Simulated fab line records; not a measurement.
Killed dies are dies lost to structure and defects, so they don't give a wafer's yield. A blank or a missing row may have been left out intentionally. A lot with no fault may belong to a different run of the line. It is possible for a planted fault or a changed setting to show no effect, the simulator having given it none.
fab line records | flow sky130
record: lots: 12 | wafers: 35 | last-day: 50
route steps=708 shown POLY_GATE@231 LDD_HVN@277 LDD_HVP@286 PAD_OPEN@708
lots with no fault: from the same line, run without faults
start-h: start of the lot's first displayed wafer, in hours after the record's first day | wait-h: hours elapsed since this lot's preceding step | " unchanged from the row above | L1.1+2: one row covering several wafers at once | - no value, or no start was given | * or withheld: withheld | < > ~ a bound
route shown NAME@n: NAME is a module with steps in the file, n the number in the route of the first one | usual: mean/standard deviation taken from wafers without a fault | same: alike in all rows | chamber/n: place in a boat | sites: per-site readings | _std_site: standard deviation across them | _edge_site: inner sites' mean taken away from outer sites' mean | radius-mm: for every site, how far away it sits from the centre of the wafer | mask NAME#n: copy n | behind: tool/chamber where the wafer was last shaped | hold: cause of the lot's hold/its duration in hours/its outcome | device: names the non-switching transistor (n, p or np) | end of line: the same wafers' tests at the end of the route | a step with no rows: only its recipe | killed: dies lost to structure and defects at the first sort, not the wafer's yield | map: the dies of a wafer, with x for killed, . for not killed, _ for no die there
set.NAME: the setting the step ran with; set.NAME@STEP: the setting that earlier step ran with | model.NAME: the simulator's own value behind a step, which no gauge read
one table for each step of the route and one row for each wafer, over a sample of lots
services: when a tool's chamber went out of use (start-h, in hours from the record's first day, below 0 if earlier), for how many hours, and the reason
== steps ==
step: SKY_POLY_GATE_ETCH_17
recipe: target-depth-nm: 180 | stop-on: SiO2 | over-etch-frac: 0.56667 | chemistry: HBr/Cl2 | target: poly-Si | icp-w: 400 | bias-w: 100 | pressure-mtorr: 10 | HBr_flow_sccm: 150 | Cl2_flow_sccm: 50 | time-s: 70.5
usual: drypump-motor-current-A: 5.24/0.25 | he-backside-leak-sccm: 2.76/0.18 | oes-product-au: 0.987/0.0062 | throttle-valve-pct: 33.685/0.0094
lot.wafer | tool      | chamber | start-h | wait-h | drypump-motor-current-A | he-backside-leak-sccm | oes-product-au | rf-hours-counter-h | throttle-valve-pct
L832.2    | rie-si-01 | 2       | 364.19  | 0.0    | 4.99                    | 2.99                  | 0.990          | 84                 | 33.674
L832.4    | "         | 0       | "       | "      | 5.15                    | 2.79                  | 0.985          | 9                  | 33.670
L832.5    | "         | 3       | "       | "      | 5.38                    | 2.97                  | 0.992          | -                  | 33.694
L833.1    | rie-si-02 | 1       | 371.22  | 0.0    | 5.39                    | 2.72                  | 0.983          | 5                  | 33.693
L833.4    | "         | 3       | "       | "      | 4.79                    | 2.81                  | 0.989          | 11                 | 33.676
L833.5    | "         | 3       | "       | "      | 4.82                    | 2.81                  | 0.991          | -                  | 33.699
L834.3    | rie-si-01 | 0       | 390.34  | 0.0    | 5.13                    | 2.19                  | 0.987          | 9                  | 33.687
L834.4    | "         | 3       | "       | "      | 5.36                    | 3.08                  | 0.996          | -                  | 33.692
L834.6    | "         | 1       | "       | "      | 5.50                    | 2.47                  | 0.986          | -                  | 33.692
L837.1    | rie-si-01 | 2       | 414.74  | 0.0    | 4.97                    | 2.87                  | 0.993          | 0                  | 33.674
L837.4    | "         | 1       | "       | "      | 5.55                    | 2.59                  | 0.980          | 1                  | 33.688
L837.5    | "         | 3       | "       | "      | 5.36                    | 2.89                  | 0.985          | -                  | 33.683
L842.1    | rie-si-02 | 3       | 460.80  | 0.0    | 4.78                    | 2.90                  | 0.992          | 12                 | 33.689
L842.2    | "         | 1       | "       | "      | 5.36                    | 2.73                  | 0.985          | 6                  | 33.703
L843.2    | rie-si-01 | 1       | 471.95  | 0.0    | 5.54                    | 2.69                  | 0.992          | 2                  | 33.678
L843.4    | "         | 3       | "       | "      | 5.36                    | 2.81                  | 0.990          | 2                  | 33.686
L843.5    | "         | 0       | "       | "      | 5.14                    | 2.55                  | 1.000          | -                  | 33.667
L844.2    | rie-si-02 | 2       | 482.62  | 0.0    | 5.40                    | 2.72                  | 0.985          | 1                  | 33.689
L844.4    | "         | 0       | "       | "      | 5.47                    | 2.60                  | 0.987          | 0                  | 33.683
L844.5    | "         | 0       | "       | "      | 5.46                    | 2.76                  | 0.986          | -                  | 33.669
L848.2    | rie-si-02 | 2       | 506.72  | 0.0    | 5.42                    | 3.01                  | 0.983          | 1                  | 33.681
L848.4    | "         | 1       | "       | "      | 5.35                    | 2.78                  | 0.976          | 6                  | 33.675
L848.6    | "         | 2       | "       | "      | 5.41                    | 2.79                  | 0.971          | -                  | 33.677
L850.3    | rie-si-02 | 1       | 528.52  | 0.0    | 5.34                    | 2.76                  | 0.987          | 6                  | 33.695
L850.5    | "         | 3       | "       | "      | 4.78                    | 2.73                  | 0.995          | -                  | 33.680
L850.6    | "         | 2       | "       | "      | 5.38                    | 2.82                  | 0.980          | -                  | 33.684
L852.1    | rie-si-02 | 1       | 546.02  | 0.0    | 5.40                    | 2.82                  | 0.999          | 6                  | 33.689
L852.3    | "         | 0       | "       | "      | 5.45                    | 2.82                  | 0.996          | 0                  | 33.677
L852.6    | "         | 0       | "       | "      | 5.45                    | 2.75                  | 0.988          | -                  | 33.678
L853.1    | rie-si-01 | 3       | 564.19  | 0.0    | 5.36                    | 2.89                  | 0.978          | 2                  | 33.684
L853.4    | "         | 3       | "       | "      | 5.35                    | 2.94                  | 0.988          | -                  | 33.693
L853.5    | "         | 0       | "       | "      | 5.14                    | 2.43                  | 0.994          | -                  | 33.678
L855.1    | rie-si-01 | 0       | 575.81  | 0.0    | 5.13                    | 2.52                  | 0.989          | 10                 | 33.678
L855.3    | "         | 3       | "       | "      | 5.38                    | 2.99                  | 0.979          | 2                  | 33.695
L855.5    | "         | 3       | "       | "      | 5.40                    | 2.93                  | 0.983          | -                  | 33.694
step: SKY_POLY_GATE_STRIP_18
recipe: chemistry: O2/N2 | power-w: 1400 | pressure-mtorr: 1500 | platen-temp-c: withheld | o2-flow-sccm: 3000 | n2-flow-sccm: 300 | overash-fraction: 0.5
usual: drypump-motor-current-A: 5.4/0.48 | oes-product-au: 0.361/0.0048 | strip-time-to-endpoint-s: 3.16/0.032
lot.wafer | tool            | chamber | start-h | wait-h | drypump-motor-current-A | oes-product-au | rf-hours-counter-h | strip-time-to-endpoint-s
L832.2    | plasma-asher-03 | 0       | 364.25  | 0.0    | 6.1                     | 0.363          | 25                 | 3.20
L832.4    | "               | 1       | "       | "      | 5.4                     | 0.362          | -                  | 3.21
L832.5    | "               | 1       | "       | "      | 5.3                     | 0.364          | -                  | 3.18
L833.1    | plasma-asher-04 | 0       | 371.28  | 0.0    | 5.6                     | 0.368          | 65                 | 3.16
L833.4    | "               | 1       | "       | "      | 5.0                     | 0.360          | -                  | 3.13
L833.5    | "               | 1       | "       | "      | 5.0                     | 0.356          | -                  | 3.19
L834.3    | plasma-asher-04 | 1       | 390.43  | 0.1    | 5.0                     | 0.357          | -                  | 3.18
L834.4    | "               | 0       | "       | "      | 5.6                     | 0.362          | -                  | 3.15
L834.6    | "               | 0       | "       | "      | 5.6                     | 0.363          | -                  | 3.16
L837.1    | plasma-asher-02 | 1       | 414.80  | 0.0    | 4.8                     | 0.364          | 59                 | 3.17
L837.4    | "               | 0       | "       | "      | 6.0                     | 0.357          | -                  | 3.10
L837.5    | "               | 1       | "       | "      | 4.8                     | 0.363          | -                  | 3.17
L842.1    | plasma-asher-04 | 0       | 460.86  | 0.0    | 5.6                     | 0.358          | 74                 | 3.16
L842.2    | "               | 1       | "       | "      | 5.0                     | 0.363          | 74                 | 3.17
L843.2    | plasma-asher-02 | 1       | 472.01  | 0.0    | 4.7                     | 0.358          | 66                 | 3.08
L843.4    | "               | 1       | "       | "      | 4.8                     | 0.364          | -                  | 3.13
L843.5    | "               | 1       | "       | "      | 4.8                     | 0.361          | -                  | 3.12
L844.2    | plasma-asher-04 | 0       | 482.68  | 0.0    | 5.6                     | 0.355          | 76                 | 3.14
L844.4    | "               | 0       | "       | "      | 5.6                     | 0.363          | -                  | 3.13
L844.5    | "               | 0       | "       | "      | 5.6                     | 0.360          | -                  | 3.19
L848.2    | plasma-asher-02 | 1       | 506.78  | 0.0    | 4.7                     | 0.358          | 69                 | 3.20
L848.4    | "               | 1       | "       | "      | 4.8                     | 0.358          | -                  | 3.18
L848.6    | "               | 1       | "       | "      | 4.8                     | 0.361          | -                  | 3.17
L850.3    | plasma-asher-04 | 1       | 528.61  | 0.1    | 5.0                     | 0.356          | -                  | 3.16
L850.5    | "               | 0       | "       | "      | 5.6                     | 0.358          | -                  | 3.16
L850.6    | "               | 1       | "       | "      | 5.0                     | 0.369          | -                  | 3.14
L852.1    | plasma-asher-04 | 1       | 546.08  | 0.0    | 5.0                     | 0.352          | 83                 | 3.10
L852.3    | "               | 0       | "       | "      | 5.6                     | 0.355          | -                  | 3.11
L852.6    | "               | 0       | "       | "      | 5.6                     | 0.362          | -                  | 3.10
L853.1    | plasma-asher-03 | 1       | 564.25  | 0.0    | 5.3                     | 0.365          | 45                 | 3.16
L853.4    | "               | 0       | "       | "      | 6.1                     | 0.360          | -                  | 3.16
L853.5    | "               | 1       | "       | "      | 5.3                     | 0.357          | -                  | 3.17
L855.1    | plasma-asher-04 | 1       | 575.86  | 0.0    | 5.0                     | 0.359          | 85                 | 3.16
L855.3    | "               | 1       | "       | "      | 5.0                     | 0.362          | -                  | 3.23
L855.5    | "               | 0       | "       | "      | 5.6                     | 0.364          | -                  | 3.17
step: SKY_LDD_HVN_TW_MEAS_10
usual: LDD_HVN_TW: 1436/12
lot.wafer | tool          | chamber | start-h | wait-h | LDD_HVN_TW
L832.2    | film-metro-04 | -       | 456.15  | 0.1    | 1420
L832.4    | "             | -       | "       | "      | 1420
L832.5    | "             | -       | "       | "      | 1420
L833.1    | film-metro-04 | -       | 465.74  | 0.1    | 1421
L833.4    | "             | -       | "       | "      | 1419
L833.5    | "             | -       | "       | "      | 1425
L834.3    | film-metro-03 | -       | 484.47  | 0.1    | 1430
L834.4    | "             | -       | "       | "      | 1424
L834.6    | "             | -       | "       | "      | 1426
L837.1    | film-metro-02 | -       | 513.90  | 0.1    | 1454
L837.4    | "             | -       | "       | "      | 1452
L837.5    | "             | -       | "       | "      | 1467
L842.1    | film-metro-03 | -       | 556.35  | 0.1    | 1434
L842.2    | "             | -       | "       | "      | 1442
L843.2    | film-metro-02 | -       | 567.20  | 0.1    | 1441
L843.4    | "             | -       | "       | "      | 1441
L843.5    | "             | -       | "       | "      | 1434
L844.2    | film-metro-03 | -       | 576.05  | 0.1    | 1436
L844.4    | "             | -       | "       | "      | 1436
L844.5    | "             | -       | "       | "      | 1442
L848.2    | film-metro-02 | -       | 599.45  | 0.1    | 1452
L848.4    | "             | -       | "       | "      | 1444
L848.6    | "             | -       | "       | "      | 1451
L850.3    | film-metro-02 | -       | 620.41  | 0.1    | 1441
L850.5    | "             | -       | "       | "      | 1442
L850.6    | "             | -       | "       | "      | 1445
L852.1    | film-metro-03 | -       | 636.99  | 0.1    | 1437
L852.3    | "             | -       | "       | "      | 1430
L852.6    | "             | -       | "       | "      | 1437
L853.1    | film-metro-02 | -       | 655.54  | 0.1    | 1445
L853.4    | "             | -       | "       | "      | 1442
L853.5    | "             | -       | "       | "      | 1442
L855.1    | film-metro-02 | -       | 665.74  | 0.1    | 1445
L855.3    | "             | -       | "       | "      | 1450
L855.5    | "             | -       | "       | "      | 1445
step: SKY_LDD_HVP_IMPLANT_08
recipe: species: B | energy-kev: 20 | dose-cm2: 1.7e+13 | tilt-deg: 17.9
usual: beam-on-s: 9.99/0.21 | dose-ions-cm2: 1.6997e+13/2e+10 | faraday-current-uA: 96.0/2 | tilt-deg: 17.904/0.02
same: implant-ion-amu: 11
lot.wafer | tool         | chamber | start-h | wait-h | beam-on-s | dose-ions-cm2 | faraday-current-uA | tilt-deg
L832.2    | implanter-01 | 0       | 486.87  | 0.0    | 10.20     | 1.6995e+13    | 94.2               | 17.946
L832.4    | "            | 0       | "       | "      | 9.98      | 1.7019e+13    | 96.4               | 17.942
L832.5    | "            | 0       | "       | "      | 10.08     | 1.7019e+13    | 95.5               | 17.936
L833.1    | implanter-03 | 0       | 496.42  | 0.0    | 9.92      | 1.6985e+13    | 96.5               | 17.909
L833.4    | "            | 0       | "       | "      | 9.72      | 1.6991e+13    | 98.6               | 17.915
L833.5    | "            | 0       | "       | "      | 10.02     | 1.701e+13     | 96.2               | 17.914
L834.3    | implanter-01 | 0       | 515.14  | 0.1    | 9.66      | 1.6982e+13    | 99.6               | 17.912
L834.4    | "            | 0       | "       | "      | 9.94      | 1.6988e+13    | 95.8               | 17.888
L834.6    | "            | 0       | "       | "      | 9.97      | 1.7017e+13    | 96.2               | 17.900
L837.1    | implanter-01 | 0       | 544.05  | 0.0    | 10.09     | 1.6967e+13    | 94.9               | 17.931
L837.4    | "            | 0       | "       | "      | 9.98      | 1.6978e+13    | 96.2               | 17.924
L837.5    | "            | 0       | "       | "      | 9.84      | 1.6963e+13    | 97.7               | 17.917
L842.1    | implanter-01 | 0       | 586.15  | 0.0    | 10.22     | 1.6996e+13    | 93.8               | 17.905
L842.2    | "            | 0       | "       | "      | 11.52     | 1.6966e+13    | 82.9               | 17.925
L843.2    | implanter-01 | 0       | 595.85  | 0.0    | 11.04     | 1.7015e+13    | 86.0               | 17.912
L843.4    | "            | 0       | "       | "      | 11.68     | 1.6983e+13    | 82.2               | 17.891
L843.5    | "            | 0       | "       | "      | 9.77      | 1.698e+13     | 98.5               | 17.926
L844.2    | implanter-03 | 0       | 604.99  | 0.1    | 9.89      | 1.703e+13     | 97.2               | 17.903
L844.4    | "            | 0       | "       | "      | 10.18     | 1.7049e+13    | 94.9               | 17.918
L844.5    | "            | 0       | "       | "      | 10.12     | 1.7029e+13    | 95.0               | 17.935
L848.2    | implanter-03 | 0       | 628.55  | 0.0    | 9.77      | 1.7002e+13    | 98.2               | 17.875
L848.4    | "            | 0       | "       | "      | 10.11     | 1.7009e+13    | 94.7               | 17.913
L848.6    | "            | 0       | "       | "      | 10.14     | 1.7001e+13    | 94.8               | 17.891
L850.3    | implanter-03 | 0       | 649.27  | 0.1    | 10.16     | 1.6973e+13    | 94.3               | 17.866
L850.5    | "            | 0       | "       | "      | 10.11     | 1.6992e+13    | 94.8               | 17.871
L850.6    | "            | 0       | "       | "      | 9.75      | 1.7001e+13    | 98.5               | 17.859
L852.1    | implanter-03 | 0       | 665.25  | 0.0    | 10.21     | 1.7006e+13    | 94.0               | 17.909
L852.3    | "            | 0       | "       | "      | 10.34     | 1.699e+13     | 92.9               | 17.881
L852.6    | "            | 0       | "       | "      | 9.73      | 1.6991e+13    | 98.3               | 17.912
L853.1    | implanter-01 | 0       | 683.64  | 0.0    | 10.07     | 1.7008e+13    | 95.3               | 17.899
L853.4    | "            | 0       | "       | "      | 10.35     | 1.6986e+13    | 92.4               | 17.913
L853.5    | "            | 0       | "       | "      | 10.15     | 1.6987e+13    | 95.0               | 17.883
L855.1    | implanter-01 | 0       | 693.44  | 0.0    | 10.30     | 1.7025e+13    | 93.1               | 17.894
L855.3    | "            | 0       | "       | "      | 9.91      | 1.6997e+13    | 96.5               | 17.908
L855.5    | "            | 0       | "       | "      | 9.85      | 1.701e+13     | 97.1               | 17.920
step: SKY_LDD_HVP_TW_MEAS_10
usual: LDD_HVP_TW: 456/3.2
lot.wafer | tool          | chamber | start-h | wait-h | LDD_HVP_TW
L832.2    | film-metro-01 | -       | 487.10  | 0.1    | 455
L832.4    | "             | -       | "       | "      | 457
L832.5    | "             | -       | "       | "      | 455
L833.1    | film-metro-03 | -       | 496.67  | 0.1    | 453
L833.4    | "             | -       | "       | "      | 451
L833.5    | "             | -       | "       | "      | 453
L834.3    | film-metro-02 | -       | 515.36  | 0.1    | 460
L834.4    | "             | -       | "       | "      | 462
L834.6    | "             | -       | "       | "      | 461
L837.1    | film-metro-03 | -       | 544.30  | 0.1    | 452
L837.4    | "             | -       | "       | "      | 454
L837.5    | "             | -       | "       | "      | 454
L842.1    | film-metro-02 | -       | 586.40  | 0.1    | 460
L842.2    | "             | -       | "       | "      | 487
L843.2    | film-metro-01 | -       | 596.08  | 0.1    | 474
L843.4    | "             | -       | "       | "      | 475
L843.5    | "             | -       | "       | "      | 450
L844.2    | film-metro-03 | -       | 605.23  | 0.1    | 452
L844.4    | "             | -       | "       | "      | 452
L844.5    | "             | -       | "       | "      | 454
L848.2    | film-metro-03 | -       | 628.78  | 0.1    | 455
L848.4    | "             | -       | "       | "      | 453
L848.6    | "             | -       | "       | "      | 458
L850.3    | film-metro-01 | -       | 649.49  | 0.1    | 455
L850.5    | "             | -       | "       | "      | 454
L850.6    | "             | -       | "       | "      | 455
L852.1    | film-metro-03 | -       | 665.50  | 0.1    | 454
L852.3    | "             | -       | "       | "      | 453
L852.6    | "             | -       | "       | "      | 454
L853.1    | film-metro-03 | -       | 683.89  | 0.1    | 455
L853.4    | "             | -       | "       | "      | 453
L853.5    | "             | -       | "       | "      | 456
L855.1    | film-metro-03 | -       | 693.69  | 0.1    | 458
L855.3    | "             | -       | "       | "      | 454
L855.5    | "             | -       | "       | "      | 456
step: SKY_PAD_OPEN_PROBE_99
usual: killed_at_M0_to_M3: 42/7.7 | killed_at_M4_up: 3.1/1.9 | killed-at-contacts: 24/4.9 | killed-at-front-end: 15/4.6 | killed-at-other: 0.3/0.51 | killed-dies: 85/9.9 | killed-open: 47/7.1 | killed-short: 38/6.7
same: gross-dies: 492 | killed-at-back-side: 0
lot.wafer | tool      | chamber | start-h | wait-h | killed_at_M0_to_M3 | killed_at_M4_up | killed-at-contacts | killed-at-front-end | killed-at-other | killed-dies | killed-open | killed-short
L850.3    | prober-01 | -       | 1175.16 | 0.2    | 43                 | 3               | 39                 | 13                  | 0               | 98          | 47          | 51
L850.5    | prober-01 | -       | 1175.26 | 0.2    | 46                 | 5               | 23                 | 16                  | 2               | 92          | 48          | 41
L850.6    | prober-01 | -       | 1175.31 | 0.2    | 38                 | 4               | 27                 | 12                  | 0               | 81          | 44          | 37
killed by level:class
L850.3 CONTACT:geometric-particle:open=15 VIA1:geometric-particle:short=9 LOCAL_INTERCONNECT:geometric-particle:short=8 VIA3:geometric-particle:open=7 CONTACT:geometric-particle:short=6 VIA1:geometric-particle:open=6 METAL2:geometric-particle:short=6 FIELD_ISO:geometric-particle:short=5
L850.5 VIA1:geometric-particle:open=9 CONTACT:geometric-particle:open=8 METAL1:geometric-particle:short=8 VIA1:geometric-particle:short=7 VIA3:geometric-particle:open=7 LI_CONTACT:geometric-particle:open=6 VIA2:geometric-particle:open=6 CONTACT:geometric-particle:short=5
L850.6 CONTACT:geometric-particle:open=12 VIA1:geometric-particle:open=11 METAL1:geometric-particle:short=9 LI_CONTACT:geometric-particle:open=7 CONTACT:geometric-particle:short=6 FIELD_ISO:geometric-particle:short=4 METAL3:geometric-particle:short=4 VIA1:geometric-particle:short=3
== services ==
tool            | chamber | start-h | hours | kind
rie-si-01       | 1       | 358.35  | 4.9   | repair
rie-si-02       | 0       | 374.30  | 4.0   | repair
rie-si-02       | 2       | 398.25  | 7.6   | repair
plasma-asher-02 | -       | 425.83  | 0.4   | repair
rie-si-01       | 1       | 454.17  | 5.2   | repair
plasma-asher-03 | -       | 467.94  | 1.4   | repair
rie-si-02       | 2       | 470.53  | 5.7   | repair
implanter-01    | -       | 475.20  | 7.2   | repair
rie-si-02       | 2       | 509.77  | 1.9   | repair
rie-si-01       | 1       | 513.57  | 9.3   | repair
plasma-asher-03 | -       | 533.04  | 2.8   | pm
implanter-01    | -       | 554.83  | 2.3   | repair
rie-si-01       | 2       | 559.78  | 7.0   | repair
plasma-asher-04 | -       | 568.68  | 2.8   | pm
plasma-asher-03 | -       | 602.21  | 28.1  | pm
implanter-01    | -       | 629.91  | 3.9   | pm
plasma-asher-04 | -       | 642.87  | 14.6  | pm
rie-si-02       | -       | 651.30  | 0.6   | repair
rie-si-02       | 1       | 652.53  | 10.6  | repair
implanter-01    | -       | 662.44  | 14.8  | repair
rie-si-01       | 1       | 663.71  | 17.9  | repair
rie-si-02       | 3       | 669.70  | 6.8   | repair
implanter-03    | -       | 672.88  | 3.9   | pm
implanter-01    | -       | 684.37  | 3.9   | repair
== key ==
first-sign: step: SKY_LDD_HVP_IMPLANT_08 | reading: beam-on-s | direction: up | sigmas: 6.7 | usual: 9.99 | struck: 11.41
effect: step: SKY_LDD_HVP_IMPLANT_08 | reading: faraday-current-uA | direction: down | sigmas: 6.1 | usual: 96.0 | struck: 83.7
effect: step: SKY_LDD_HVP_TW_MEAS_10 | reading: LDD_HVP_TW | direction: up | sigmas: 7 | usual: 456 | struck: 479
met-at SKY_LDD_HVP_IMPLANT_08
struck-lots L842,L843
struck-wafers L842.2,L843.2,L843.4
tester-left-out L842,L843
not-acting-at SKY_POLY_GATE_ETCH_17,SKY_POLY_GATE_STRIP_18,SKY_LDD_HVN_TW_MEAS_10
onset-between 544.05 586.15
fault: kind: process-parameter-drift | tool: implanter-01 | chamber: - | onset-h: 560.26 | steps: SKY_LDD_HVP_IMPLANT_08 | channel: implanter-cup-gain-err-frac | offset: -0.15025 | shape: step | end-h: 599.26 | scope: struck-wafers-only
tester-left-out: of these lots the tester's yield and bins aren't shown, on N5 and GAA mostly nor the transistor test; their killed dies are dies lost to structure and defects alone, not to doping, threshold or leakage, so they don't give the yield
